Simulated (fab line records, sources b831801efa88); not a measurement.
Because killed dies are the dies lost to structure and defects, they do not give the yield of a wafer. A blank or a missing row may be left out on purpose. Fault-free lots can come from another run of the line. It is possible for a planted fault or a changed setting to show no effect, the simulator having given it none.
Which tool did it? | flow sky130 | 14 lots with 42 wafers sampled at 4 steps, on a route of 708 steps

WHAT THE GAUGES READ, wafer by wafer
SKY_CONTACT_CD_MEAS_14: target cd 170 nm.
lot  | measured     | on        | cd nm (nm)
L448 | day 31 19:14 | cd sem-02 | 170.1 169.8 170.7
L451 | day 33 10:35 | cd sem-01 | 168.5 168.3 169.4
L453 | day 33 22:54 | cd sem-02 | 170.5 169.9 171.0
L456 | day 35 05:04 | cd sem-02 | 170.2 170.6 171.6
L457 | day 35 10:37 | cd sem-01 | 169.3 170.5 171.1
L459 | day 37 16:45 | cd sem-02 | 170.3 171.2 170.6
L462 | day 37 15:13 | cd sem-01 | 166.9 167.4 166.7
L463 | day 37 12:00 | cd sem-02 | 169.6 169.5 168.1
L464 | day 37 18:37 | cd sem-01 | 169.2 169.5 170.3
L465 | day 37 19:41 | cd sem-02 | 170.9 172.7 170.3
L466 | day 37 20:04 | cd sem-01 | 170.6 169.0 169.2
L469 | day 39 09:59 | cd sem-01 | 167.9 169.0 168.9
L468 | day 39 06:23 | cd sem-01 | 172.0 171.2 172.9
L470 | day 39 13:31 | cd sem-01 | 167.0 166.9 166.5

SKY_METAL1_THK_MEAS_06: measures by xrf.
lot  | measured     | on            | METAL1_ALCU_THK (nm)
L448 | day 31 21:05 | film metro-02 | 246.7 245.2 248.0
L451 | day 33 12:25 | film metro-01 | 248.1 249.2 251.2
L453 | day 34 00:42 | film metro-01 | 248.5 246.6 244.4
L456 | day 35 06:52 | film metro-03 | 248.6 247.3 251.8
L457 | day 35 12:28 | film metro-03 | 249.5 253.9 250.2
L459 | day 37 18:46 | film metro-02 | 248.0 246.3 246.9
L462 | day 37 16:59 | film metro-03 | 245.0 247.8 245.3
L463 | day 37 13:55 | film metro-02 | 248.8 247.7 250.5
L464 | day 37 20:24 | film metro-01 | 249.8 253.0 248.8
L465 | day 37 21:59 | film metro-03 | 245.2 247.6 247.1
L466 | day 37 22:20 | film metro-01 | 254.8 251.5 252.6
L469 | day 39 11:52 | film metro-03 | 247.8 248.4 248.1
L468 | day 39 08:20 | film metro-02 | 247.6 249.4 246.3
L470 | day 39 15:20 | film metro-03 | 249.7 248.6 249.1

SKY_METAL2_OVL_MEAS_16.
lot  | measured     | on         | METAL2_OVL (nm)
L448 | day 35 02:23 | overlay-02 | 8 8 11
L451 | day 36 18:29 | overlay-01 | -5 1 -2
L453 | day 37 06:29 | overlay-01 | 5 8 5
L456 | day 38 12:43 | overlay-02 | 7 9 7
L457 | day 38 22:32 | overlay-01 | -11 -9 -9
L459 | day 40 23:49 | overlay-01 | -6 -1 -7
L462 | day 40 21:54 | overlay-01 | 5 -2 -6
L463 | day 40 19:05 | overlay-01 | -3 0 -7
L464 | day 41 01:54 | overlay-02 | 6 -1 3
L465 | day 41 03:51 | overlay-01 | 5 1 2
L466 | day 41 04:11 | overlay-02 | 10 6 1
L469 | day 42 15:20 | overlay-01 | -8 -3 0
L468 | day 42 13:20 | overlay-02 | 0 -1 -2
L470 | day 42 19:26 | overlay-01 | 3 1 -4

EACH LOT AND THE TOOL THAT RAN IT (in order: tool; ch and the chambers of the sampled wafers; start)
lot  | SKY_VT_ADJUST_LVTN_EXPOSE_15
L448 | iline stepper-01 ch 0, day 7 07:09
L451 | iline stepper-01 ch 0, day 8 01:19
L453 | iline stepper-02 ch 0, day 9 02:54
L456 | iline stepper-01 ch 0, day 10 01:06
L457 | iline stepper-02 ch 0, day 10 07:53
L459 | iline stepper-02 ch 0, day 10 20:38
L462 | iline stepper-01, day 11 14:52
L463 | iline stepper-01, day 12 00:34
L464 | iline stepper-02 ch 0, day 12 12:58
L465 | iline stepper-01 ch 0, day 12 18:03
L466 | iline stepper-01 ch 0, day 13 00:37
L469 | iline stepper-01 ch 0, day 14 05:29
L468 | iline stepper-02 ch 0, day 14 06:27
L470 | iline stepper-02 ch 0, day 14 15:16
- SKY_VT_ADJUST_LVTN_EXPOSE_15: exposes mask HVN STD DERIVED, target cd 600 nm.

AS READ BY THE TOOLS THEMSELVES (means over the sampled wafers that have a number; for cases with no such wafer, the mark the record gives instead)
SKY_VT_ADJUST_LVTN_EXPOSE_15.
lot  | tool             | exposure dose mJ cm2 | focus offset nm (nm)
L448 | iline stepper-01 | 163.21               | 0.1
L451 | iline stepper-01 | 163.17               | 0.1
L453 | iline stepper-02 | 163.03               | -0.1
L456 | iline stepper-01 | 162.89               | 0.1
L457 | iline stepper-02 | 163.20               | -0.2
L459 | iline stepper-02 | 163.16               | 0.2
L462 | iline stepper-01 | -                    | -
L463 | iline stepper-01 | -                    | -
L464 | iline stepper-02 | 162.94               | 0.4
L465 | iline stepper-01 | 162.85               | -0.2
L466 | iline stepper-01 | 163.22               | -0.2
L469 | iline stepper-01 | 163.00               | -0.2
L468 | iline stepper-02 | 162.97               | -0.1
L470 | iline stepper-02 | 163.03               | 0.1

THE ANSWER, worked out from the rows above alone
Rule: the usual values come from the lots themselves. The widest of any qualifying gaps counts: lots, ordered by their means at a reading, are off when they make up no more than a third of the lots, leave a main group of 4 or more, and stand apart from it by 3 or more times the standard deviation of that group's means. If all means in a main group match to the digits the tables above print for the reading, that group is not used. Also off: a lot with no number at a reading for which 4 or more lots have one. Where the step has rows for the other lots, those lots are counted as sound. Order of review: gauges by route order, followed by the tools' own readings, for which a lot's mean as printed above is used. The first step at which some lot is off is used, and at that step the reading that is off furthest; a lot without a number counts as furthest.
Off: L462, L463 (SKY_VT_ADJUST_LVTN_EXPOSE_15, exposure dose mJ cm2). Without a number there: L462, L463. The main group has a mean of 163.06 with a standard deviation of 0.13.
A tool fits if, at that step or a process step before it, it ran every lot that is off, and no sound lot after the first of them. No candidate that was tried fits.

WHAT WAS PUT IN BY THE SIMULATOR
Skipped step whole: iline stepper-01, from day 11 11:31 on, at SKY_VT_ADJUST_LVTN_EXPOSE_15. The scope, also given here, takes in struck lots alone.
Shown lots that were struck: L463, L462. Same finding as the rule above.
